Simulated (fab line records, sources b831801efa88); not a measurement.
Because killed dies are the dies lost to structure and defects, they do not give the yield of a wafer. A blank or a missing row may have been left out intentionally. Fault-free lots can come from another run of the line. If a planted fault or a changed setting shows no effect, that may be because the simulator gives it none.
A lot that was struck, set against a sound lot ; flow sky130 ; 35 out of 708 route steps
Sound: these wafers, L466.2, L466.4, L466.5. Wafers L480.1, L480.3, L480.4 were the ones struck. The cause is given at the end.
Per side, at each step with rows, come the tool, then ch with its chambers, and then its first start. Under that, the readings that differ: sound wafers ; struck wafers ; difference of the means ; sigmas: that difference in standard deviations of wafers without a fault.
alike: words and numbers the same on both sides, and readings whose means are apart by under 2 such deviations; not compared: readings that were withheld, readings missing a value for some wafer, numbers with overlapping values and no deviation given by the record, and bounds like >300 which may hide the same value.
The two part at a step that has a row with sigmas, a row that says differs or no value, or rows on one side only. Numbers that don't overlap but have no deviation are shown without sigmas and don't part them. Lack of a reading on every wafer of one side parts them only where that side has two or more wafers.

SKY_SD_P_CD_MEAS_07: target cd 380 nm.
  sound on cdSem-02 at day 27 00:08; struck on cdSem-01 at day 31 19:40
  alike: cdNm
SKY_SD_P_OVL_MEAS_08:
  sound on overlay-01 at day 27 00:15; struck on overlay-02 at day 31 19:47
  alike: SD_P_OVL
next, for these wafers, 1 step has no rows: SKY_SD_P_IMPLANT_09.
SKY_SD_P_STRIP_10: strips in O2/N2.
  sound on plasmaAsher-02 ch 0, day 27 00:26; struck on plasmaAsher-01 ch 0,1, day 31 19:58
  alike: drypumpMotorCurrentA, oesProductAu, stripTimeToEndpointS
  not compared: rfHoursCounterH
SKY_SD_P_TW_MEAS_11:
  sound on filmMetro-03 at day 27 00:32; struck on filmMetro-04 at day 31 20:04
  alike: SD_P_TW
then, 7 steps without rows for these wafers: SKY_RES_XHIGH_DEHYDRATE_00 (time 60 s); SKY_RES_XHIGH_HMDS_01 (prime time 60 s); SKY_RES_XHIGH_COAT_02 (resist thk 1140 nm); SKY_RES_XHIGH_SOFTBAKE_03 (time 60 s); SKY_RES_XHIGH_EXPOSE_04 (exposes mask URPM, target cd 1270 nm); SKY_RES_XHIGH_PEB_05; SKY_RES_XHIGH_DEVELOP_06 (develop time 60 s).
SKY_RES_XHIGH_IMPLANT_07:
  sound on implanter-04 ch 0, day 28 04:28; struck on implanter-04 ch 0, day 32 22:22
SKY_RES_XHIGH_STRIP_08: strips in O2/N2.
  sound on plasmaAsher-02 ch 0,1, day 28 04:35; struck on plasmaAsher-02 ch 0,1, day 32 22:31
  alike: drypumpMotorCurrentA, oesProductAu, stripTimeToEndpointS
  not compared: rfHoursCounterH
SKY_RES_XHIGH_TW_MEAS_09:
  sound on filmMetro-02 at day 28 04:42; struck on filmMetro-03 at day 32 22:37
  alike: RES_XHIGH_TW
then, 7 steps without rows for these wafers: SKY_SD_N_DEHYDRATE_00 (time 60 s); SKY_SD_N_HMDS_01 (prime time 60 s); SKY_SD_N_COAT_02 (resist thk 1140 nm); SKY_SD_N_SOFTBAKE_03 (time 60 s); SKY_SD_N_EXPOSE_04 (exposes mask NSDM, target cd 380 nm); SKY_SD_N_PEB_05; SKY_SD_N_DEVELOP_06 (develop time 60 s).
SKY_SD_N_CD_MEAS_07: target cd 380 nm.
  sound on cdSem-01 at day 29 08:11; struck on cdSem-01 at day 34 00:35
reading;sound;struck;difference;sigmas
cdNm (nm);375 378 374;386 383 384;+9;+3
SKY_SD_N_OVL_MEAS_08:
  sound on overlay-02 at day 29 08:17; struck on overlay-02 at day 34 00:43
  alike: SD_N_OVL
then, 2 steps without rows for these wafers: SKY_SD_N_IMPLANT_09; SKY_SD_N_IMPLANT_10.
SKY_SD_N_STRIP_11: strips in O2/N2.
  sound on plasmaAsher-04 ch 1, day 29 08:37; struck on plasmaAsher-04 ch 0,1, day 34 01:02
  alike: drypumpMotorCurrentA, oesProductAu, stripTimeToEndpointS
  not compared: rfHoursCounterH
SKY_SD_N_TW_MEAS_12:
  sound on filmMetro-03 at day 29 08:43; struck on filmMetro-02 at day 34 01:08
  alike: SD_N_TW
then, 1 step without rows for these wafers: SKY_SD_N_CLEAN_13 (cleans in SC1/SC2, time 150 s).
SKY_SD_N_RTA_14: time 2 s.
  sound on rtpAnneal-02 ch 0, day 29 08:50; struck on rtpAnneal-02 ch 0, day 34 01:15
  alike: lampPowerPct, wafer_temp_C_max
SKY_SD_N_RS_MEAS_16: the measuring method here is four-point-probe.
  sound on filmMetro-04 at day 29 09:01; struck on filmMetro-03 at day 34 01:26
reading;sound;struck;difference;sigmas
SD_N_RS (ohm/sq);68.67 68.80 68.70;68.31 68.47 68.46;-0.31;-3
SKY_SD_N_RS_MEAS_17: the measuring method here is four-point-probe.
  sound on filmMetro-04 at day 29 09:08; struck on filmMetro-03 at day 34 01:33
reading;sound;struck;difference;sigmas
SD_P_RS (ohm/sq);147.4 147.7 147.4;146.8 146.5 146.7;-0.8;-3
SKY_SD_N_RS_MEAS_18: the measuring method here is four-point-probe.
  sound on filmMetro-04 at day 29 09:16; struck on filmMetro-03 at day 34 01:40
reading;sound;struck;difference;sigmas
RES_XHIGH_RS (ohm/sq);330.8 332.7 331.5;346.6 345.7 346.1;+14.5;+11
then, 1 step without rows for these wafers: SKY_SALICIDE_CLEAN_00 (cleans in HF-last, time 30 s).
-- the record jumps here: 16 days lie between the struck wafers' starts before and after (it left off in module SALICIDE and takes up again in module PAD_OPEN, whose first step shown is number 708 of the route) --
SKY_PAD_OPEN_PROBE_99:
  sound on prober-02 at day 46 22:04; struck on prober-02 at day 50 06:01
reading;sound;struck;difference;sigmas
model.etest.resXhighPo.lineOhmUm;5857 5930 5801;6900 6742 6547;+867;
model.etest.resXhighPo.rsOhmSq;2040 2099 1970;2456 2373 2297;+339;
model.etest.resXhighPo.rsOhmSqRange;26.94 43.87 37.46;422.2 433.6 400.1;+382.5;
model.etest.resXhighPo.rsOhmSqRimLessCentre;-5.906 12.26 8.812;-113.8 -98.17 -113;-113.4;
  alike: killed_at_M0_to_M3, killed_at_M4_up, killedAtContacts, killedAtFrontEnd, killedAtOther, killedDies, killedOpen, killedShort

WHERE THEY PART
Last at SKY_SD_N_RS_MEAS_18 as far as this record goes, first at SKY_SD_N_CD_MEAS_07. Later steps at which nothing parts them and some readings are alike: SKY_PAD_OPEN_PROBE_99.

WHY: what the simulator had put in
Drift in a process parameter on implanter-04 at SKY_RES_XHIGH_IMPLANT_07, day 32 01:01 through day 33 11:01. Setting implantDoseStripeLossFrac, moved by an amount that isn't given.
